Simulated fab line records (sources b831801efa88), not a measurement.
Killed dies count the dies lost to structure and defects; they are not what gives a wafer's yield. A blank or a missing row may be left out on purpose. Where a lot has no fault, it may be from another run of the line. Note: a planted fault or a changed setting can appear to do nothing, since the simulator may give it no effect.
Chamber matching + flow gf180mcu + GF_CONTACT_CMP_04 on cmp-01 has 4 sister chambers
The step polishes SiO2. 14 wafers are shown with their chamber, then 7 later ones without.

## WAFERS WITH THEIR CHAMBER
| wafer  | chamber | motor_current_A (A) | time_to_endpoint_s (s) |
|--------|---------|---------------------|------------------------|
| L792.3 | 1       | 12.5                | 111                    |
| L792.4 | 2       | 11.7                | 110                    |
| L792.6 | 1       | 11.3                | 112                    |
| L796.1 | 2       | 11.3                | 109                    |
| L796.3 | 3       | 12.9                | 118                    |
| L796.4 | 0       | 10.2                | 116                    |
| L799.1 | 1       | 11.8                | 109                    |
| L799.2 | 3       | 12.3                | 113                    |
| L799.6 | 2       | 11.3                | 110                    |
| L800.1 | 1       | 12.1                | 106                    |
| L800.5 | 1       | 11.7                | 119                    |
| L800.6 | 2       | 12.1                | 115                    |
| L801.1 | 0       | 10.7                | 116                    |
| L801.4 | 3       | 13.1                | 129                    |

SIGNATURES (means of the wafers above)
| reading            | chamber 0 | chamber 1 | chamber 2 | chamber 3 | scatter within a chamber |
|--------------------|-----------|-----------|-----------|-----------|--------------------------|
| motor_current_A    | 10.450    | 11.880    | 11.600    | 12.767    | 0.415                    |
| time_to_endpoint_s | 116.00    | 111.40    | 111.00    | 120.00    | 4.99                     |
Rule: for a wafer and a chamber, the distance is found by dividing, reading by reading, the gap between the wafer's reading and the chamber's mean by the reading's scatter, squaring, summing and taking the root. The wafer belongs to the nearest chamber; if the next one is less than 2 further off, it can't be placed. The scatter is the square root of a quotient: the sum, over the shown wafers, of each reading's squared deviation from its chamber's mean, divided by wafers minus chambers.

## WAFERS MISSING THEIR CHAMBER
| wafer  | motor_current_A (A) | time_to_endpoint_s (s) |
|--------|---------------------|------------------------|
| L801.5 | 10.7                | 121                    |
| L812.1 | 12.8                | 115                    |
| L812.4 | 12.1                | 113                    |
| L812.6 | 13.0                | 122                    |
| L813.2 | 11.8                | 120                    |
| L813.3 | 11.2                | 121                    |
| L813.5 | 11.1                | 118                    |

## CHAMBER TAKEN BY EACH
| wafer  | from the rows above               | in truth |
|--------|-----------------------------------|----------|
| L801.5 | can't be placed: 0 or 2           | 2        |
| L812.1 | can't be placed: 3 or 1 or 2      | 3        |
| L812.4 | can't be placed: 1 or 2 or 3      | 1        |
| L812.6 | 3                                 | 3        |
| L813.2 | can't be placed: 1 or 2 or 3 or 0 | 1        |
| L813.3 | can't be placed: 0 or 2 or 1 or 3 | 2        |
| L813.5 | can't be placed: 0 or 2 or 1      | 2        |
Placed correctly: 1 of 7. Unplaceable from these rows: 6, with the true chamber sitting among the candidates in 6. Placed wrongly: 0.
